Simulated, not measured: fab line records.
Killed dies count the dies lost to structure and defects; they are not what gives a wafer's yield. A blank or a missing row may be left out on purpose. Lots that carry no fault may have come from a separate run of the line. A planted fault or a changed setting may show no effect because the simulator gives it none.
A struck lot beside a sound one :: flow gf180mcu :: 19 steps out of a route of 602
Sound: the wafers L188.2, L188.3, L188.4. The struck wafers were L193.1, L193.3, L193.6. The cause is given at the end.
For every step that has rows: the tool of each side, followed by ch and its chambers, followed by its first start. Under that, the readings that differ: sound wafers :: struck wafers :: difference of the means :: sigmas: that difference in standard deviations of wafers without a fault.
alike: readings whose means differ by less than 2 such deviations, and words and numbers that are the same on both sides. not compared: withheld readings, readings that some wafer has no value for, bounds like >300 that may hide the same value, and numbers for which the record gives no deviation and whose values overlap.
Wherever a step has rows on one side only, a row that says differs or no value, or a row with sigmas, the two part there. Numbers that don't overlap but have no deviation are shown without sigmas and don't part them. Lack of a reading on every wafer of one side parts them only where that side has two or more wafers.

first, 1 step without rows for these wafers: GF_STI_CVD_23 (deposits SiO2, target thk 650 nm, time 108.3 s).
GF_STI_THK_MEAS_24:
  struck on filmMetro-02, day 3 11:35; sound on filmMetro-02, day 2 09:05
  alike: STI_CVD_23_THK
GF_STI_CMP_25: polishes, stops on Si3N4, t overpolish 33 s, target thk 524.6 nm.
  sound on cmp-02 ch 1,2,3, day 2 09:11; struck on cmp-01 ch 0,1,2, day 3 11:38
  alike: motorCurrentA, overpolishRunS, timeToEndpointS
then, 4 steps without rows for these wafers: GF_STI_WET_ETCH_26 (etches SiO2 in dHF, target depth 94 nm, time 188 s); GF_STI_WET_ETCH_27 (etches Si3N4 in H3PO4, target depth 160 nm, time 1825 s); GF_STI_WET_ETCH_28 (etches SiO2 in dHF, target depth 20 nm, time 40 s); GF_STI_OXIDATION_29 (stabilise 600 s, purge 300 s, target thk 10 nm).
GF_STI_THK_MEAS_30:
  struck on filmMetro-04, day 3 14:42; sound on filmMetro-02, day 2 11:54
  alike: STI_OXIDATION_02_THK
then, 4 steps without rows for these wafers: GF_DNWELL_DEHYDRATE_00 (time 60 s); GF_DNWELL_HMDS_01 (prime time 60 s); GF_DNWELL_COAT_02 (resist thk 3000 nm); GF_DNWELL_SOFTBAKE_03.
GF_DNWELL_EXPOSE_04: exposes mask DNWELL, target cd 1700 nm.
  sound on ilineStepper-02 ch 0, day 2 17:40; struck on ilineStepper-02, day 3 20:40
  no value came back on the struck wafers for exposureDoseMJCm2, focusOffsetNm (nm); on the sound wafers exposureDoseMJCm2 reads 260.57 260.69 260.47
  alike: mask
then, 3 steps without rows for these wafers: GF_DNWELL_PEB_05; GF_DNWELL_DEVELOP_06 (develop time 60 s); GF_DNWELL_IMPLANT_07.
GF_DNWELL_STRIP_08: strips in O2/N2.
  sound on plasmaAsher-01 ch 0,1, day 3 00:28; struck on plasmaAsher-03 ch 0,1, day 4 03:43
  alike: drypumpMotorCurrentA, heaterPowerW, oesProductAu, stripTimeToEndpointS
  not compared: rfHoursCounterH
GF_DNWELL_TW_MEAS_09:
  struck on filmMetro-01, day 4 03:49; sound on filmMetro-01, day 3 00:34
reading: DNWELL_TW
sound: 1331 1323 1339
struck: 30 30 31
difference: -1301
sigmas: -99 or more
then, 1 step without rows for these wafers: GF_NWELL_DEHYDRATE_00 (time 60 s).

WHERE THEY PART
First at GF_DNWELL_EXPOSE_04; last, within this record, at GF_DNWELL_TW_MEAS_09.

WHY: whatever the simulator had introduced
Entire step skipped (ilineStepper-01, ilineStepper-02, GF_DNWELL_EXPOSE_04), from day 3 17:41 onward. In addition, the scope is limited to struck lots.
